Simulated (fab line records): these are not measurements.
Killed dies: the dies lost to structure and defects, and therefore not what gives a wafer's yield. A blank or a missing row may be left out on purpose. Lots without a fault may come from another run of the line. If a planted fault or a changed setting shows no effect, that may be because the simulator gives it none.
A single fault, viewed from 2 desks ; flow sfq_line ; only its own numbers are on each desk; what lay behind them is given at the end

== FOR THE TOOL OWNER'S DESK: litho_track-02 ==
The tool's own readings at SFQ_TRILAYER_L0_LITHO_PEB_008 (peb time 60 s): means of the sampled wafers that have a number, for each lot that ran on this tool. Any lot whose mean is over 4 standard deviations away from the usual mean is out of limits and marked OUT; that distance is given in the brackets.
Columns: A = chill_plate_temp_C at SFQ_TRILAYER_L0_LITHO_PEB_008, usual 22.99 C; B = heater_power_total_W at SFQ_TRILAYER_L0_LITHO_PEB_008, usual 79.15 W
lot;first seen here;A;B
L111;day 2 23:59;22.98;79.16
L114;day 3 16:47;22.96;79.15
L115;day 3 21:36;22.95;79.18
L117;day 4 12:47;22.96;79.15
L122;day 5 15:11;22.94;79.85 (+11) OUT
L123;day 5 19:59;22.81;79.69 (+8.6) OUT
L126;day 6 09:56;23.13;79.68 (+8.4) OUT
Finding of this desk: L122, L123, L126 out of limits; the first was L122 at day 5 15:11, on heater_power_total_W at SFQ_TRILAYER_L0_LITHO_PEB_008. L111, L114, L115, L117 stayed within limits.

== AT THE METROLOGY DESK ==
What the gauges read, lot by lot, whatever tool the lot ran on: means of the sampled wafers that have a number. Any lot whose mean is over 4 standard deviations away from the usual mean is out of limits and marked OUT; that distance is given in the brackets.
Columns: A = I1_OVL at SFQ_I1_OVL_MEAS_913, usual 0 nm
lot;first seen here;A
L111;day 17 07:56;2
L112;day 17 18:44;-4
L113;day 18 12:45;6
L114;day 19 02:56;-4
L115;day 19 06:32;17
L116;day 19 19:44;1
L117;day 20 05:20;-8
L122;day 21 22:08;2
L123;day 22 02:56;-2
L126;day 23 09:30;6
L128;day 23 22:43;-3
L130;day 24 13:06;0
L132;day 25 02:26;-2
L133;day 25 08:25;-5
This desk found nothing out of limits on any of the 14 lots.

== BROUGHT TOGETHER ==
The tool owner's desk had the chance to raise an alarm at day 5 15:11 on L122, L123, L126.
Nothing out of limits was seen by the metrology desk.
The metrology desk has L122, L123, L126 on record, within its limits.
Every lot named ran SFQ_TRILAYER_L0_LITHO_PEB_008 on litho_track-02.

== WHAT THE SIMULATOR HAD PUT IN ==
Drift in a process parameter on litho_track-02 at SFQ_TRILAYER_L0_LITHO_PEB_008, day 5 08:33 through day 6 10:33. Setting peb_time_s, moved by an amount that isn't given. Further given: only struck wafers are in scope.
Shown lots that were struck: L122, L123, L126.
How many hours passed from the start of the fault until each desk's first out-of-limits reading: the tool owner's desk, 7.
